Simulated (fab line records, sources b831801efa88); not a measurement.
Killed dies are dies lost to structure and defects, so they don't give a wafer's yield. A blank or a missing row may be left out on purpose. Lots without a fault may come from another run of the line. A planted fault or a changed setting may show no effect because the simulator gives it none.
Chamber matching | flow sky130 | SKY_VIA2_CMP_02 on cmp-02: 4 sister chambers
The step polishes SiO2. 8 wafers are shown with their chamber, then 9 later ones without.

WAFERS WITH THEIR CHAMBER
wafer  | chamber | motor_current_A (A) | slurry_flow_ml_min
L223.1 | 1       | 10.7                | 149.9
L223.5 | 3       | 11.1                | 149.5
L230.1 | 0       | 11.8                | 150.4
L230.2 | 1       | 11.0                | 149.8
L230.4 | 2       | 10.9                | 150.0
L233.2 | 3       | 11.7                | 149.9
L233.4 | 2       | 10.7                | 150.1
L233.5 | 0       | 12.1                | 149.3

WAFERS WITHOUT THEIR CHAMBER
wafer  | motor_current_A (A) | slurry_flow_ml_min
L236.1 | 10.5                | 149.9
L236.3 | 11.0                | 150.4
L236.5 | 11.5                | 149.8
L237.1 | 10.5                | 149.8
L237.3 | 10.9                | 150.7
L237.5 | 10.3                | 149.5
L238.1 | 10.3                | 150.6
L238.3 | 11.2                | 149.8
L238.4 | 11.3                | 150.1

WHICH CHAMBER EACH WENT THROUGH
wafer  | from the rows above               | in truth
L236.1 | can't be placed: 2 or 1           | 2
L236.3 | can't be placed: 2 or 1 or 3      | 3
L236.5 | can't be placed: 3 or 0 or 1      | 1
L237.1 | can't be placed: 2 or 1           | 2
L237.3 | can't be placed: 2 or 1 or 3      | 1
L237.5 | can't be placed: 1 or 2 or 3      | 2
L238.1 | can't be placed: 2 or 1           | 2
L238.3 | can't be placed: 3 or 1 or 2      | 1
L238.4 | can't be placed: 3 or 1 or 2 or 0 | 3
Placed correctly: 0 of 9. Can't be placed from these rows: 9 (the true chamber is among the candidates in 9). Placed wrongly: 0.
How it was worked out, from the rows above alone: a wafer's distance from a chamber is the root of the sum, over the readings, of the square of ((its reading less the chamber's mean) divided by the reading's scatter). The wafer belongs to the nearest chamber; if the next one is less than 2 further off, it can't be placed. A chamber's mean is the mean of its shown wafers. The scatter: the root of (the sum of the squares of (reading less its chamber's mean) over the shown wafers, divided by (wafers less chambers)).
